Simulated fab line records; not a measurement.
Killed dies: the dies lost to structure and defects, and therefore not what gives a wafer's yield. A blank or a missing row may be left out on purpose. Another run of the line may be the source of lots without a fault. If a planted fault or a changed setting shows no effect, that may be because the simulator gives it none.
fab line records	flow gf180mcu
[record] lots = 24	wafers = 72	last-day = 34
route steps=602 shown V1@358 M2@362 V2@400 V4@477 MIM@505 M5@537
lots with no fault: from the same line, run without faults
start-h: hours from the record's first day to the start of the lot's first wafer shown	wait-h: hours elapsed since this lot's preceding step	" identical to the entry in the row above	L1.1+2: a single row standing in for several wafers	- value missing, or start not given	* or withheld: withheld	< > ~ a bound
route shown NAME@n: a module of which the file shows steps, and the number in the route of the first	usual: mean/standard deviation of fault-free wafers	same: alike in all rows	chamber/n: place in a boat	sites: the reading at each site	_std_site: their standard deviation	_edge_site: mean of outer sites minus mean of inner sites	radius-mm: for every site, how far away it sits from the centre of the wafer	mask NAME#n: copy n	behind: the last tool/chamber to shape the wafer	hold: the reason the lot was held/the length of the hold in hours/how it ended	device: which transistor (n, p or np) failed to switch	end of line: tests of these same wafers at the route's end	for a step that has no rows: nothing shown but its recipe	killed: the dies lost at the first sort to structure and to defects; this is not the yield of the wafer	map: the dies of a wafer, with x for killed, . for not killed, _ for no die there
set.NAME: setting as actually run; set.NAME@STEP: the setting as run at that earlier step	model.NAME: the simulator's own value behind a step, which no gauge read
route steps across a sampled set of lots; one table per step, one row per wafer
services: a tool's chamber out of use, with start hour (start-h, from the record's first day; less than 0 if before it), hours out, and reason
[[steps]]
[step GF_V1_CVD_23]
[recipe] material = W	target-thk-nm = 350	time-s = 105.05	temp-c = 400	pressure-torr = 40
[usual] heater-power-w = 939/130
lot.wafer	tool	chamber	start-h	wait-h	heater-power-w
L074.2	cvd-w-01	1	410.12	0.1	1039
L074.3	"	1	"	"	1030
L074.4	"	1	"	"	1029
L075.2	cvd-w-02	1	420.33	0.0	732
L075.3	"	0	"	"	982
L075.6	"	0	"	"	995
L076.2	cvd-w-02	1	435.63	0.0	743
L076.4	"	0	"	"	996
L076.5	"	1	"	"	742
L077.1	cvd-w-01	0	438.64	0.0	1035
L077.2	"	1	"	"	1024
L077.6	"	1	"	"	1025
L078.4	cvd-w-01	0	454.60	0.1	1037
L078.5	"	0	"	"	1035
L078.6	"	1	"	"	1028
L079.2	cvd-w-02	0	466.23	0.0	1002
L079.5	"	1	"	"	741
L079.6	"	0	"	"	994
L080.3	cvd-w-01	0	476.57	0.1	1000
L080.4	"	1	"	"	1015
L080.6	"	0	"	"	1012
L081.3	cvd-w-02	1	482.01	0.1	734
L081.5	"	1	"	"	730
L081.6	"	0	"	"	989
L082.1	cvd-w-02	1	487.24	0.0	736
L082.3	"	0	"	"	1002
L082.4	"	1	"	"	732
L083.3	cvd-w-02	1	498.92	0.1	717
L083.4	"	0	"	"	986
L083.5	"	1	"	"	749
L084.3	cvd-w-02	0	505.16	0.1	990
L084.4	"	1	"	"	753
L084.6	"	0	"	"	972
L085.1	cvd-w-02	0	510.24	0.0	990
L085.5	"	1	"	"	753
L085.6	"	0	"	"	998
L086.1	cvd-w-02	0	526.98	0.0	1002
L086.4	"	0	"	"	1014
L086.6	"	1	"	"	738
L087.1	cvd-w-01	0	531.74	0.0	1011
L087.3	"	0	"	"	1053
L087.6	"	1	"	"	1052
L088.2	cvd-w-02	0	538.52	0.0	996
L088.4	"	1	"	"	736
L088.6	"	0	"	"	999
L089.3	cvd-w-01	0	545.38	0.1	1025
L089.4	"	1	"	"	1032
L089.5	"	0	"	"	1020
L090.1	cvd-w-02	0	553.96	0.0	1006
L090.3	"	1	"	"	738
L090.4	"	0	"	"	984
L091.2	cvd-w-02	1	559.78	0.0	737
L091.3	"	1	"	"	710
L091.6	"	1	"	"	733
L092.2	cvd-w-02	0	568.41	0.0	990
L092.3	"	0	"	"	975
L092.4	"	1	"	"	738
L093.2	cvd-w-01	0	575.95	0.0	1002
L093.3	"	0	"	"	1026
L093.5	"	1	"	"	1011
L094.4	cvd-w-01	1	586.55	0.1	1060
L094.5	"	1	"	"	1052
L094.6	"	0	"	"	1015
L095.1	cvd-w-01	0	589.95	0.0	1047
L095.3	"	1	"	"	1017
L095.4	"	0	"	"	1045
L096.1	cvd-w-01	0	593.61	0.0	1029
L096.3	"	1	"	"	1042
L096.6	"	0	"	"	1026
L097.3	cvd-w-01	1	605.43	0.1	1061
L097.4	"	0	"	"	991
L097.5	"	0	"	"	1026
[step GF_M2_SPUTTER_00]
[recipe] material = Ti	target-thk-nm = 37.5	arriving-ion-energy-ev = 80	substrate-temp-c = 200	chamber-pressure-pa = 2	power-w = 4000	time-s = 150
[usual] throttle-valve-pct = 29.8/0.91
lot.wafer	tool	chamber	start-h	wait-h	throttle-valve-pct
L074.2	pvd-sputter-03	-	410.93	0.2	29.9
L074.3	"	-	"	"	28.4
L074.4	"	-	"	"	29.3
L075.2	pvd-sputter-03	-	421.49	0.2	30.0
L075.3	"	-	"	"	30.1
L075.6	"	-	"	"	29.2
L076.2	pvd-sputter-04	-	436.22	0.2	29.5
L076.4	"	-	"	"	28.9
L076.5	"	-	"	"	30.1
L077.1	pvd-sputter-04	-	439.23	0.2	29.8
L077.2	"	-	"	"	29.6
L077.6	"	-	"	"	30.0
L078.4	pvd-sputter-04	-	455.16	0.2	29.3
L078.5	"	-	"	"	31.0
L078.6	"	-	"	"	29.4
L079.2	pvd-sputter-03	-	466.82	0.2	28.5
L079.5	"	-	"	"	29.8
L079.6	"	-	"	"	28.3
L080.3	pvd-sputter-03	-	477.17	0.2	28.3
L080.4	"	-	"	"	29.5
L080.6	"	-	"	"	28.3
L081.3	pvd-sputter-03	-	482.57	0.2	28.5
L081.5	"	-	"	"	30.0
L081.6	"	-	"	"	30.1
L082.1	pvd-sputter-03	-	487.83	0.1	28.4
L082.3	"	-	"	"	29.3
L082.4	"	-	"	"	29.8
L083.3	pvd-sputter-03	-	499.48	0.1	30.1
L083.4	"	-	"	"	29.2
L083.5	"	-	"	"	29.2
L084.3	pvd-sputter-01	-	505.71	0.1	29.0
L084.4	"	-	"	"	31.7
L084.6	"	-	"	"	29.6
L085.1	pvd-sputter-03	-	510.83	0.2	29.1
L085.5	"	-	"	"	30.2
L085.6	"	-	"	"	30.3
L086.1	pvd-sputter-01	-	527.57	0.2	30.2
L086.4	"	-	"	"	29.2
L086.6	"	-	"	"	31.3
L087.1	pvd-sputter-03	-	532.33	0.2	29.8
L087.3	"	-	"	"	28.3
L087.6	"	-	"	"	30.5
L088.2	pvd-sputter-04	-	539.12	0.2	30.8
L088.4	"	-	"	"	29.6
L088.6	"	-	"	"	30.2
L089.3	pvd-sputter-01	-	545.94	0.2	29.3
L089.4	"	-	"	"	29.3
L089.5	"	-	"	"	31.2
L090.1	pvd-sputter-01	-	554.56	0.2	31.2
L090.3	"	-	"	"	29.3
L090.4	"	-	"	"	31.7
L091.2	pvd-sputter-04	-	560.37	0.2	29.8
L091.3	"	-	"	"	31.0
L091.6	"	-	"	"	29.8
L092.2	pvd-sputter-04	-	569.01	0.2	31.0
L092.3	"	-	"	"	29.7
L092.4	"	-	"	"	29.8
L093.2	pvd-sputter-01	-	576.54	0.2	31.2
L093.3	"	-	"	"	29.9
L093.5	"	-	"	"	31.1
L094.4	pvd-sputter-04	-	587.11	0.2	28.9
L094.5	"	-	"	"	29.7
L094.6	"	-	"	"	28.8
L095.1	pvd-sputter-01	-	590.54	0.1	31.5
L095.3	"	-	"	"	30.1
L095.4	"	-	"	"	31.6
L096.1	pvd-sputter-04	-	594.21	0.2	29.9
L096.3	"	-	"	"	28.5
L096.6	"	-	"	"	29.9
L097.3	pvd-sputter-03	-	605.99	0.2	30.7
L097.4	"	-	"	"	29.8
L097.5	"	-	"	"	29.1
[step GF_V2_STRIP_18]
[recipe] chemistry = O2/N2	power-w = 1400	pressure-mtorr = 1500	platen-temp-c = 250	o2-flow-sccm = 3000	n2-flow-sccm = 300	overash-fraction = 0.5
[usual] drypump-motor-current-A = 5.9/0.53	heater-power-w = 355/24	oes-product-au = 0.592/0.0053
lot.wafer	tool	chamber	start-h	wait-h	drypump-motor-current-A	heater-power-w	oes-product-au	rf-hours-counter-h
L074.2	plasma-asher-03	1	461.43	-	5.3	352	0.577	4
L074.3	"	1	"	"	5.4	350	0.596	-
L074.4	"	0	"	"	6.2	383	0.598	-
L075.2	plasma-asher-02	1	471.81	-	5.7	335	0.577	35
L075.3	"	1	"	"	5.6	334	0.589	-
L075.6	"	1	"	"	5.7	343	0.590	-
L076.2	plasma-asher-01	1	487.06	-	5.8	382	0.593	83
L076.4	"	1	"	"	5.8	385	0.597	-
L076.5	"	1	"	"	5.8	385	0.586	-
L077.1	plasma-asher-03	1	490.62	-	5.4	355	0.606	7
L077.2	"	0	"	"	6.2	381	0.592	7
L077.6	"	1	"	"	5.3	357	0.601	-
L078.4	plasma-asher-03	0	506.11	-	6.2	382	0.591	-
L078.5	"	1	"	"	5.4	351	0.590	-
L078.6	"	0	"	"	6.2	382	0.593	-
L079.2	plasma-asher-03	1	516.53	-	5.3	364	0.594	10
L079.5	"	1	"	"	5.3	353	0.582	-
L079.6	"	0	"	"	6.2	391	0.585	-
L080.3	plasma-asher-02	0	526.11	-	6.8	330	0.590	-
L080.4	"	1	"	"	5.6	337	0.592	-
L080.6	"	0	"	"	6.8	342	0.598	-
L081.3	plasma-asher-02	0	531.61	-	6.8	339	0.593	-
L081.5	"	1	"	"	5.6	331	0.593	-
L081.6	"	0	"	"	6.8	338	0.584	-
L082.1	plasma-asher-03	0	536.06	-	6.2	382	0.596	12
L082.3	"	1	"	"	5.4	347	0.591	-
L082.4	"	0	"	"	6.2	387	0.597	-
L083.3	plasma-asher-03	1	548.06	-	5.3	345	0.593	-
L083.4	"	0	"	"	6.2	387	0.592	-
L083.5	"	0	"	"	6.3	391	0.584	-
L084.3	plasma-asher-02	1	553.81	-	5.7	326	0.584	-
L084.4	"	0	"	"	6.8	335	0.595	-
L084.6	"	0	"	"	6.8	338	0.592	-
L085.1	plasma-asher-02	1	558.58	-	5.7	341	0.596	45
L085.5	"	1	"	"	5.7	327	0.594	-
L085.6	"	0	"	"	6.8	341	0.586	-
L086.1	plasma-asher-02	1	574.77	-	5.6	344	0.593	47
L086.4	"	0	"	"	6.8	338	0.593	-
L086.6	"	1	"	"	5.6	341	0.590	-
L087.1	plasma-asher-02	1	578.96	-	5.7	340	0.592	47
L087.3	"	1	"	"	5.7	334	0.584	-
L087.6	"	1	"	"	5.6	334	0.610	-
L088.2	plasma-asher-03	0	585.16	-	6.2	397	0.600	15
L088.4	"	0	"	"	6.2	394	0.598	-
L088.6	"	1	"	"	5.3	353	0.591	-
L089.3	plasma-asher-01	0	592.61	-	5.3	322	0.581	-
L089.4	"	1	"	"	5.7	379	0.585	-
L089.5	"	0	"	"	5.3	309	0.594	-
L090.1	plasma-asher-01	0	601.18	-	5.3	312	0.588	94
L090.3	"	1	"	"	5.7	369	0.590	-
L090.4	"	0	"	"	5.3	314	0.593	-
L091.2	plasma-asher-03	0	605.73	-	6.2	389	0.591	18
L091.3	"	1	"	"	5.4	361	0.600	-
L091.6	"	1	"	"	5.4	359	0.595	-
L092.2	plasma-asher-01	0	613.72	-	5.3	309	0.592	96
L092.3	"	0	"	"	5.3	315	0.591	-
L092.4	"	1	"	"	5.8	378	0.583	-
L093.2	plasma-asher-03	0	621.22	-	6.2	390	0.586	19
L093.3	"	0	"	"	6.3	391	0.591	-
L093.5	"	1	"	"	5.4	352	0.598	-
L094.4	plasma-asher-02	1	630.75	-	5.6	337	0.590	-
L094.5	"	1	"	"	5.6	333	0.589	-
L094.6	"	0	"	"	6.8	339	0.590	-
L095.1	plasma-asher-03	0	634.77	-	6.2	397	0.595	21
L095.3	"	1	"	"	5.3	360	0.593	-
L095.4	"	0	"	"	6.2	379	0.597	-
L096.1	plasma-asher-03	0	637.02	-	6.2	392	0.589	21
L096.3	"	0	"	"	6.2	377	0.596	-
L096.6	"	0	"	"	6.3	387	0.588	-
L097.3	plasma-asher-03	0	648.51	-	6.2	398	0.590	-
L097.4	"	1	"	"	5.3	354	0.595	-
L097.5	"	0	"	"	6.2	386	0.592	-
[step GF_V4_THK_MEAS_01]
[recipe] reads = SiO2_of_V4_CVD_00
[usual] V4_CVD_00_THK = 602/7.9
lot.wafer	tool	chamber	start-h	wait-h	V4_CVD_00_THK[nm]
L074.2	film-metro-03	-	537.96	0.0	617
L074.3	"	-	"	"	602
L074.4	"	-	"	"	618
L075.2	film-metro-01	-	547.48	0.0	604
L075.3	"	-	"	"	619
L075.6	"	-	"	"	614
L076.2	film-metro-03	-	561.41	0.0	615
L076.4	"	-	"	"	615
L076.5	"	-	"	"	604
L077.1	film-metro-04	-	565.11	0.0	597
L077.2	"	-	"	"	609
L077.6	"	-	"	"	593
L078.4	film-metro-03	-	579.83	0.0	611
L078.5	"	-	"	"	601
L078.6	"	-	"	"	609
L079.2	film-metro-04	-	588.82	0.0	601
L079.5	"	-	"	"	596
L079.6	"	-	"	"	619
L080.3	film-metro-01	-	597.91	0.1	607
L080.4	"	-	"	"	592
L080.6	"	-	"	"	603
L081.3	film-metro-04	-	602.92	0.1	617
L081.5	"	-	"	"	616
L081.6	"	-	"	"	611
L082.1	film-metro-04	-	605.61	0.0	608
L082.3	"	-	"	"	611
L082.4	"	-	"	"	611
L083.3	film-metro-04	-	618.82	0.1	610
L083.4	"	-	"	"	611
L083.5	"	-	"	"	608
L084.3	film-metro-04	-	623.55	0.1	594
L084.4	"	-	"	"	593
L084.6	"	-	"	"	595
L085.1	film-metro-01	-	627.16	0.0	605
L085.5	"	-	"	"	593
L085.6	"	-	"	"	613
L086.1	film-metro-01	-	643.86	0.0	609
L086.4	"	-	"	"	597
L086.6	"	-	"	"	603
L087.1	film-metro-04	-	646.68	0.0	593
L087.3	"	-	"	"	596
L087.6	"	-	"	"	596
L088.2	film-metro-01	-	651.67	0.1	602
L088.4	"	-	"	"	602
L088.6	"	-	"	"	603
L089.3	film-metro-04	-	658.37	0.1	612
L089.4	"	-	"	"	614
L089.5	"	-	"	"	602
L090.1	film-metro-03	-	667.32	0.0	598
L090.3	"	-	"	"	603
L090.4	"	-	"	"	592
L091.2	film-metro-04	-	670.70	0.0	602
L091.3	"	-	"	"	609
L091.6	"	-	"	"	596
L093.2	film-metro-04	-	684.53	0.0	603
L093.3	"	-	"	"	614
L093.5	"	-	"	"	606
L092.2	film-metro-04	-	691.37	0.0	613
L092.3	"	-	"	"	610
L092.4	"	-	"	"	613
L094.4	film-metro-04	-	694.39	0.0	606
L094.5	"	-	"	"	604
L094.6	"	-	"	"	599
L095.1	film-metro-01	-	697.72	0.0	603
L095.3	"	-	"	"	602
L095.4	"	-	"	"	607
L096.1	film-metro-03	-	700.71	0.0	602
L096.3	"	-	"	"	588
L096.6	"	-	"	"	597
L097.3	film-metro-03	-	710.84	0.1	597
L097.4	"	-	"	"	596
L097.5	"	-	"	"	592
[step GF_MIM_SPUTTER_02]
[recipe] material = AlCu	target-thk-nm = 450	power-w = 10600	time-s = 23.9	chamber-pressure-pa = 0.4
[usual] throttle-valve-pct = 30.1/0.93
lot.wafer	tool	chamber	start-h	wait-h	throttle-valve-pct
L074.2	pvd-sputter-03	-	561.90	0.0	28.3
L074.3	"	-	"	"	29.5
L074.4	"	-	"	"	30.5
L075.2	pvd-sputter-03	-	571.78	0.0	29.3
L075.3	"	-	"	"	30.2
L075.6	"	-	"	"	29.6
L076.2	pvd-sputter-03	-	585.98	0.0	29.2
L076.4	"	-	"	"	30.3
L076.5	"	-	"	"	28.4
L077.1	pvd-sputter-01	-	588.89	0.0	29.9
L077.2	"	-	"	"	29.3
L077.6	"	-	"	"	31.9
L078.4	pvd-sputter-01	-	603.63	0.0	29.6
L078.5	"	-	"	"	31.6
L078.6	"	-	"	"	29.4
L079.2	pvd-sputter-01	-	612.64	0.0	31.5
L079.5	"	-	"	"	29.2
L079.6	"	-	"	"	31.9
L080.3	pvd-sputter-02	-	620.62	0.0	30.9
L080.4	"	-	"	"	31.0
L080.6	"	-	"	"	30.9
L081.3	pvd-sputter-02	-	626.13	0.0	31.1
L081.5	"	-	"	"	31.2
L081.6	"	-	"	"	31.0
L082.1	pvd-sputter-03	-	628.50	0.0	30.1
L082.3	"	-	"	"	30.4
L082.4	"	-	"	"	28.3
L083.3	pvd-sputter-01	-	640.52	0.0	29.4
L083.4	"	-	"	"	31.0
L083.5	"	-	"	"	29.9
L084.3	pvd-sputter-01	-	646.53	0.0	31.5
L084.4	"	-	"	"	30.0
L084.6	"	-	"	"	30.2
L085.1	pvd-sputter-03	-	648.97	0.0	29.4
L085.5	"	-	"	"	29.9
L085.6	"	-	"	"	30.6
L086.1	pvd-sputter-01	-	665.32	0.0	30.0
L086.4	"	-	"	"	29.5
L086.6	"	-	"	"	30.1
L087.1	pvd-sputter-01	-	668.64	0.0	29.5
L087.3	"	-	"	"	31.5
L087.6	"	-	"	"	29.9
L088.2	pvd-sputter-02	-	673.62	0.0	30.3
L088.4	"	-	"	"	30.9
L088.6	"	-	"	"	30.7
L089.3	pvd-sputter-03	-	680.19	0.0	29.1
L089.4	"	-	"	"	30.2
L089.5	"	-	"	"	29.3
L090.1	pvd-sputter-01	-	688.94	0.0	31.4
L090.3	"	-	"	"	29.4
L090.4	"	-	"	"	31.6
L091.2	pvd-sputter-03	-	691.48	0.0	29.6
L091.3	"	-	"	"	28.6
L091.6	"	-	"	"	29.9
L093.2	pvd-sputter-02	-	705.13	0.0	31.3
L093.3	"	-	"	"	30.3
L093.5	"	-	"	"	30.3
L092.2	pvd-sputter-03	-	712.74	0.0	29.9
L092.3	"	-	"	"	28.7
L092.4	"	-	"	"	30.1
L094.4	pvd-sputter-03	-	715.91	0.0	29.4
L094.5	"	-	"	"	29.4
L094.6	"	-	"	"	30.5
L095.1	pvd-sputter-03	-	718.57	0.0	29.0
L095.3	"	-	"	"	30.3
L095.4	"	-	"	"	28.4
L096.1	pvd-sputter-03	-	721.22	0.0	30.0
L096.3	"	-	"	"	30.3
L096.6	"	-	"	"	28.7
L097.3	pvd-sputter-02	-	731.26	0.0	30.9
L097.4	"	-	"	"	30.4
L097.5	"	-	"	"	30.4
[step GF_M5_STRIP_11]
[recipe] chemistry = O2/N2	power-w = 1400	pressure-mtorr = 1500	platen-temp-c = 250	o2-flow-sccm = 3000	n2-flow-sccm = 300	overash-fraction = 0.5
[usual] drypump-motor-current-A = 5.7/0.37	heater-power-w = 369/38	oes-product-au = 0.543/0.0056	strip-time-to-endpoint-s = 7.52/0.047
lot.wafer	tool	chamber	start-h	wait-h	drypump-motor-current-A	heater-power-w	oes-product-au	rf-hours-counter-h	strip-time-to-endpoint-s
L074.2	plasma-asher-01	1	605.39	0.1	5.7	387	0.545	95	7.53
L074.3	"	0	"	"	5.3	313	0.543	-	7.54
L074.4	"	1	"	"	5.7	385	0.544	-	7.55
L075.2	plasma-asher-02	1	614.52	0.1	5.6	341	0.538	51	7.46
L075.3	"	1	"	"	5.7	323	0.543	-	7.47
L075.6	"	0	"	"	6.8	329	0.535	-	7.41
L076.2	plasma-asher-01	1	628.94	0.1	5.8	377	0.540	97	7.40
L076.4	"	1	"	"	5.8	388	0.547	-	7.43
L076.5	"	1	"	"	5.8	390	0.542	-	7.45
L077.1	plasma-asher-01	1	631.69	0.1	5.7	383	0.545	97	7.54
L077.2	"	0	"	"	5.3	314	0.546	97	7.58
L077.6	"	1	"	"	5.7	380	0.545	-	7.48
L078.4	plasma-asher-02	0	645.96	0.1	6.8	341	0.544	-	7.48
L078.5	"	1	"	"	5.6	344	0.541	-	7.48
L078.6	"	0	"	"	6.8	342	0.540	-	7.53
L079.2	plasma-asher-04	0	654.10	0.1	5.7	387	0.551	87	7.53
L079.5	"	1	"	"	5.6	416	0.541	-	7.48
L079.6	"	0	"	"	5.6	389	0.541	-	7.51
L080.3	plasma-asher-01	1	662.15	0.1	5.7	375	0.543	-	7.48
L080.4	"	0	"	"	5.3	311	0.547	-	7.52
L080.6	"	0	"	"	5.3	315	0.531	-	7.48
L081.3	plasma-asher-01	0	666.21	0.1	5.3	311	0.551	-	7.54
L081.5	"	0	"	"	5.3	316	0.536	-	7.54
L081.6	"	1	"	"	5.8	394	0.546	-	7.55
L082.1	plasma-asher-01	0	668.72	0.1	5.3	320	0.549	100	7.53
L082.3	"	1	"	"	5.7	391	0.540	-	7.56
L082.4	"	0	"	"	5.3	313	0.555	-	7.53
L083.3	plasma-asher-04	1	681.38	0.1	5.6	416	0.546	-	7.61
L083.4	"	0	"	"	5.6	389	0.538	-	7.61
L083.5	"	0	"	"	5.6	389	0.549	-	7.62
L084.3	plasma-asher-01	1	686.27	0.1	5.8	384	0.537	-	7.48
L084.4	"	0	"	"	5.3	306	0.546	-	7.48
L084.6	"	1	"	"	5.7	383	0.549	-	7.49
L085.1	plasma-asher-01	1	688.35	0.2	5.8	384	0.544	103	7.52
L085.5	"	0	"	"	5.3	316	0.544	-	7.52
L085.6	"	1	"	"	5.8	380	0.538	-	7.55
L086.1	plasma-asher-01	0	703.25	0.2	5.3	315	0.543	104	7.48
L086.4	"	1	"	"	5.8	381	0.536	-	7.48
L086.6	"	0	"	"	5.3	314	0.535	-	7.45
L087.1	plasma-asher-02	1	706.50	0.2	5.6	340	0.538	61	7.50
L087.3	"	1	"	"	5.7	331	0.539	-	7.50
L087.6	"	1	"	"	5.6	332	0.538	-	7.50
L088.2	plasma-asher-01	0	712.18	0.1	5.3	319	0.548	105	7.56
L088.4	"	0	"	"	5.3	299	0.543	-	7.53
L088.6	"	0	"	"	5.3	318	0.542	-	7.53
L089.3	plasma-asher-04	1	717.97	0.1	5.6	414	0.536	-	7.47
L089.4	"	0	"	"	5.6	395	0.547	-	7.45
L089.5	"	0	"	"	5.7	397	0.545	-	7.41
L090.1	plasma-asher-04	1	725.94	0.1	5.6	413	0.544	94	7.56
L090.3	"	1	"	"	5.6	418	0.542	-	7.51
L090.4	"	0	"	"	5.6	384	0.553	-	7.54
L091.2	plasma-asher-04	1	730.04	0.1	5.6	421	0.558	94	7.56
L091.3	"	0	"	"	5.6	392	0.545	-	7.54
L091.6	"	1	"	"	5.6	424	0.542	-	7.51
L093.2	plasma-asher-04	0	742.19	0.1	5.7	388	0.545	96	7.51
L093.3	"	1	"	"	5.6	429	0.547	-	7.49
L093.5	"	1	"	"	5.6	419	0.548	-	7.51
L092.2	plasma-asher-04	1	748.19	0.1	5.6	415	0.545	96	7.59
L092.3	"	1	"	"	5.6	424	0.552	-	7.66
L092.4	"	0	"	"	5.7	381	0.547	-	7.58
L094.4	plasma-asher-04	0	751.57	0.1	5.7	392	0.546	-	7.54
L094.5	"	1	"	"	5.6	419	0.544	-	7.53
L094.6	"	0	"	"	5.7	387	0.545	-	7.57
L095.1	plasma-asher-02	0	754.08	0.2	6.9	334	0.536	67	7.51
L095.3	"	0	"	"	6.8	336	0.538	-	7.52
L095.4	"	1	"	"	5.7	345	0.548	-	7.54
L096.1	plasma-asher-04	1	755.34	0.1	5.6	417	0.546	97	7.56
L096.3	"	1	"	"	5.6	411	0.538	-	7.52
L096.6	"	1	"	"	5.6	428	0.553	-	7.57
L097.3	plasma-asher-04	1	765.88	0.1	5.6	405	0.540	-	7.50
L097.4	"	0	"	"	5.7	388	0.546	-	7.50
L097.5	"	0	"	"	5.7	389	0.532	-	7.49
[[services]]
tool	chamber	start-h	hours	kind
cvd-w-02	-	390.00	14.0	pm
plasma-asher-03	-	403.45	6.3	repair
plasma-asher-03	-	403.84	0.4	repair
cvd-w-01	0	409.26	10.6	repair
cvd-w-02	-	418.31	1.3	repair
plasma-asher-03	-	421.25	9.0	pm
plasma-asher-02	-	444.09	0.9	repair
cvd-w-02	-	457.10	6.9	pm
pvd-sputter-03	-	500.86	0.6	repair
pvd-sputter-03	-	532.68	7.4	repair
plasma-asher-02	-	533.53	1.3	repair
plasma-asher-01	-	554.15	0.3	repair
plasma-asher-03	-	565.27	15.6	pm
plasma-asher-01	-	567.14	6.0	repair
cvd-w-02	-	578.19	14.6	pm
pvd-sputter-01	-	584.54	2.1	repair
plasma-asher-01	-	637.01	7.1	repair
plasma-asher-01	-	648.33	2.8	pm
pvd-sputter-03	-	671.58	1.7	repair
pvd-sputter-01	-	704.49	3.5	repair
pvd-sputter-03	-	713.05	2.2	repair
pvd-sputter-01	-	720.69	3.6	repair
plasma-asher-01	-	733.75	9.0	pm
plasma-asher-01	-	749.26	20.6	pm
[[key]]
fault none
